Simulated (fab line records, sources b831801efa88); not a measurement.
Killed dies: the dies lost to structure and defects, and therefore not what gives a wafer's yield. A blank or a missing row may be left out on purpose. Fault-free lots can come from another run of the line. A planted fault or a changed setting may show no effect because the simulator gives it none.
Which tool did it?    flow gf180mcu    6 lots with 18 wafers sampled at 4 steps, on a route of 602 steps

WHAT THE GAUGES READ, wafer by wafer
GF_PASSIVATION_THK_MEAS_03.
lot   measured      on             PASSIVATION_CVD_02_THK (nm)
L495  day 29 04:23  film_metro-04  714 703 702
L498  day 30 03:23  film_metro-03  703 714 709
L500  day 30 16:40  film_metro-04  685 701 702
L503  day 31 13:02  film_metro-04  709 706 706
L507  day 32 14:27  film_metro-02  695 692 694
L510  day 33 03:25  film_metro-02  700 690 704

TOOL THAT RAN EACH LOT (tool first, then ch and the chambers of the sampled wafers, then the start)
lot   GF_V5_STRIP_18                        GF_TOP_METAL_SPUTTER_03       GF_TOP_METAL_SPUTTER_04
L495  plasma_asher-02 ch 0,1, day 28 06:31  pvd_sputter-04, day 28 07:53  pvd_sputter-04, day 28 07:55
L498  plasma_asher-04 ch 0,1, day 29 06:11  pvd_sputter-02, day 29 07:40  pvd_sputter-02, day 29 07:41
L500  plasma_asher-04 ch 0,1, day 29 18:50  pvd_sputter-03, day 29 20:37  pvd_sputter-03, day 29 20:38
L503  plasma_asher-02 ch 0,1, day 30 16:19  pvd_sputter-04, day 30 17:44  pvd_sputter-04, day 30 17:45
L507  plasma_asher-02 ch 0,1, day 31 19:31  pvd_sputter-02, day 31 20:54  pvd_sputter-02, day 31 20:55
L510  plasma_asher-04 ch 0,1, day 32 08:52  pvd_sputter-04, day 32 10:23  pvd_sputter-04, day 32 10:25
- GF_V5_STRIP_18: strips in O2/N2.
- GF_TOP_METAL_SPUTTER_03: material Ti, target thk 5 nm, time 3.3 s.
- GF_TOP_METAL_SPUTTER_04: material TiN, target thk 25 nm, time 20.8 s.

THE ANSWER, worked out from the rows above alone
Rule: what is usual is taken from the lots themselves. Put in order of their means at a reading, lots are off if they are a third of the lots or fewer, leave a main group of 4 or more, and stand apart from it by a gap of 3 or more times the standard deviation of the main group's means; of several such gaps the widest counts. If all means in a main group match to the digits the tables above print for the reading, that group is not used. Also off: a lot with no number at a reading for which 4 or more lots have one. All remaining lots with rows at the step are treated as sound.
Across all readings shown, no lot is off: no conclusion can be drawn from this.

WHAT WAS PUT IN BY THE SIMULATOR
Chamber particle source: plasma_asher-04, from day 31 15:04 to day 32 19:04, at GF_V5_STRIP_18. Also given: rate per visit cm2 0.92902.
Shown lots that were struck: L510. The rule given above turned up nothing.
